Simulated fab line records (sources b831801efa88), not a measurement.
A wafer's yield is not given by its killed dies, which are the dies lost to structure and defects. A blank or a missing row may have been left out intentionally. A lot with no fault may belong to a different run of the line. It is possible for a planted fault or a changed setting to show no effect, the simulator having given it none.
Split-lot study | flow sfq line | route with 325 steps; 5 lots, 13 wafers read

== THE SPLIT ==
At SFQ_TRILAYER_L0_LITHO_COAT_010 (resist thk 62 nm), the setting resist thk nm was moved away from the recipe's 62 nm on 4 of the 13 wafers read, by -6.0% to -4.0%. The other wafers ran this setting at the recipe's value.

Split to reading: the file shows no intervening step.

== THE READING ==
etch.depth nm (the simulator's own value, which no gauge read), in nm, at SFQ_TRILAYER_L0_BARC_OPEN_METAL_ETCH_010 (etches BARC in O2, target depth 125 nm, time 41.7 s). The file gives no usual value for it. Average 61.98 nm, standard deviation 0.12 nm, over the 9 wafers here run with the recipe.

wafer  | tool, chamber at the split | resist thk nm as run, nm | against the recipe | etch.depth nm, nm | against lot-mates on the recipe
L074.5 | litho track-03, 0          | 58.76                    | -5.2%              | 58.66             | no lot-mate on the recipe
L077.3 | litho track-03, 0          | 62                       | recipe             | 62.06             | -
L077.5 | litho track-03, 0          | 62                       | recipe             | 61.96             | -
L078.2 | litho track-01, 0          | 59.52                    | -4.0%              | 59.42             | -2.41
L078.3 | litho track-01, 0          | 62                       | recipe             | 61.82             | -
L078.4 | litho track-01, 0          | 62                       | recipe             | 61.87             | -
L078.5 | litho track-01, 0          | 62                       | recipe             | 61.81             | -
L078.6 | litho track-01, 0          | 59.52                    | -4.0%              | 59.26             | -2.57
L079.1 | litho track-01, 0          | 62                       | recipe             | 61.98             | -
L079.5 | litho track-01, 0          | 58.31                    | -6.0%              | 58.46             | -3.52
L081.1 | litho track-04, 0          | 62                       | recipe             | 62.05             | -
L081.4 | litho track-04, 0          | 62                       | recipe             | 62.21             | -
L081.6 | litho track-04, 0          | 62                       | recipe             | 62.07             | -

FIT RESULTS
A straight line over all 13 wafers: etch.depth nm changes by +0.625 nm for each +1% of resist thk nm; r = +1.00; the points scatter about the line by 0.15 nm.
The same after taking each lot's own level away (the mean of its wafers on the recipe; 12 wafers): +0.606 nm for each +1%; r = +1.00; scatter 0.072 nm.
That fit puts the effect of the largest move of resist thk nm on the reading at 3.6 nm.
The lots' own levels span 61.833 to 62.110 nm, that is 2.2 times the standard deviation above.
Consequently the slope shifts little with the lot-to-lot level, the two slopes agreeing.
Check: for one of the wafers moved furthest among these (-6.0%), held out of the fit, the line's prediction against its lot-mates is -3.71 nm. Against them it came out at -3.52 nm.

== THE WHOLE CHAIN: every reading that the file lists as answering this split, in the file's order ==
step                                     | what it does                                        | reading                                                                                    | change (the file's fit)               | r (the file's)
SFQ_TRILAYER_L0_LITHO_COAT_010           | resist thk 62 nm                                    | BARC_of_TRILAYER_L0_LITHO_COAT_010.thk nm (the simulator's own value, which no gauge read) | +0.625 nm for each +1% of the setting | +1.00
SFQ_TRILAYER_L0_BARC_OPEN_METAL_ETCH_010 | etches BARC in O2, target depth 125 nm, time 41.7 s | etch.depth nm (the simulator's own value, which no gauge read)                             | +0.608 nm for each +1% of the setting | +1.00

== FILE'S OWN FIT ==
etch.depth nm changes by +0.608 nm for each +1% of resist thk nm, r = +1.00.
